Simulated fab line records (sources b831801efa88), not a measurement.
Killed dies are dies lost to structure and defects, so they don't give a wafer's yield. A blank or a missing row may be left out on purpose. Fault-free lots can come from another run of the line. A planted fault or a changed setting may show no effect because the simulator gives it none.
Which tool is to blame? :: flow gf180mcu :: 7 lots with 21 wafers sampled at 3 steps, on a route of 602 steps

== WHAT EACH GAUGE READ, for each wafer ==
GF_M4_THK_MEAS_06: measures by xrf.
lot: L343
measured: day 23 11:58
on: filmMetro-01
M4_ALCU_THK (nm): 449 453 447

lot: L346
measured: day 24 13:23
on: filmMetro-02
M4_ALCU_THK (nm): 448 445 454

lot: L349
measured: day 25 13:46
on: filmMetro-01
M4_ALCU_THK (nm): 450 447 450

lot: L352
measured: day 26 11:11
on: filmMetro-01
M4_ALCU_THK (nm): 449 449 455

lot: L355
measured: day 27 08:57
on: filmMetro-02
M4_ALCU_THK (nm): 457 452 463

lot: L362
measured: day 29 05:36
on: filmMetro-02
M4_ALCU_THK (nm): 503 498 503

lot: L364
measured: day 29 19:39
on: filmMetro-01
M4_ALCU_THK (nm): 446 465 451

== TOOL THAT RAN EACH LOT (tool first, then ch and the chambers of the sampled wafers, then the start) ==
lot: L343
GF_M4_SPUTTER_01: pvdSputter-04, day 23 11:43
GF_M4_SPUTTER_04: pvdSputter-04, day 23 11:48

lot: L346
GF_M4_SPUTTER_01: pvdSputter-02, day 24 13:07
GF_M4_SPUTTER_04: pvdSputter-02, day 24 13:12

lot: L349
GF_M4_SPUTTER_01: pvdSputter-04, day 25 13:31
GF_M4_SPUTTER_04: pvdSputter-04, day 25 13:35

lot: L352
GF_M4_SPUTTER_01: pvdSputter-02, day 26 10:56
GF_M4_SPUTTER_04: pvdSputter-02, day 26 11:01

lot: L355
GF_M4_SPUTTER_01: pvdSputter-04, day 27 08:41
GF_M4_SPUTTER_04: pvdSputter-04, day 27 08:46

lot: L362
GF_M4_SPUTTER_01: pvdSputter-01, day 29 05:22
GF_M4_SPUTTER_04: pvdSputter-01, day 29 05:26

lot: L364
GF_M4_SPUTTER_01: pvdSputter-04, day 29 19:25
GF_M4_SPUTTER_04: pvdSputter-04, day 29 19:29
- GF_M4_SPUTTER_01: material TiN, target thk 30 nm, time 25 s.
- GF_M4_SPUTTER_04: material TiN, target thk 50 nm, time 40.72 s.

== THE ANSWER, worked out from the rows above alone ==
Rule: usual is defined by the lots themselves. Put in order of their means at a reading, lots are off if they are a third of the lots or fewer, leave a main group of 4 or more, and stand apart from it by a gap of 3 or more times the standard deviation of the main group's means; of several such gaps the widest counts. A main group is skipped when, at the precision printed for the reading in the tables above, its means are all equal. A lot without any number at a reading at which 4 lots or more have one is off too. Any other lot the step has rows for is counted as sound.
Off: L362, at GF_M4_THK_MEAS_06 (M4_ALCU_THK). Main group: mean 452 nm, sd 3.1.
A tool fits if, at a process step before that reading, it ran every lot that is off, and no sound lot after the first of them. Gauges at GF_M4_THK_MEAS_06: tried the same way as those tools. 2 tools fit, pvdSputter-01 at GF_M4_SPUTTER_01 and GF_M4_SPUTTER_04 and filmMetro-02 at GF_M4_THK_MEAS_06, so this cannot tell which one it is.

== WHAT THE SIMULATOR PUT IN ==
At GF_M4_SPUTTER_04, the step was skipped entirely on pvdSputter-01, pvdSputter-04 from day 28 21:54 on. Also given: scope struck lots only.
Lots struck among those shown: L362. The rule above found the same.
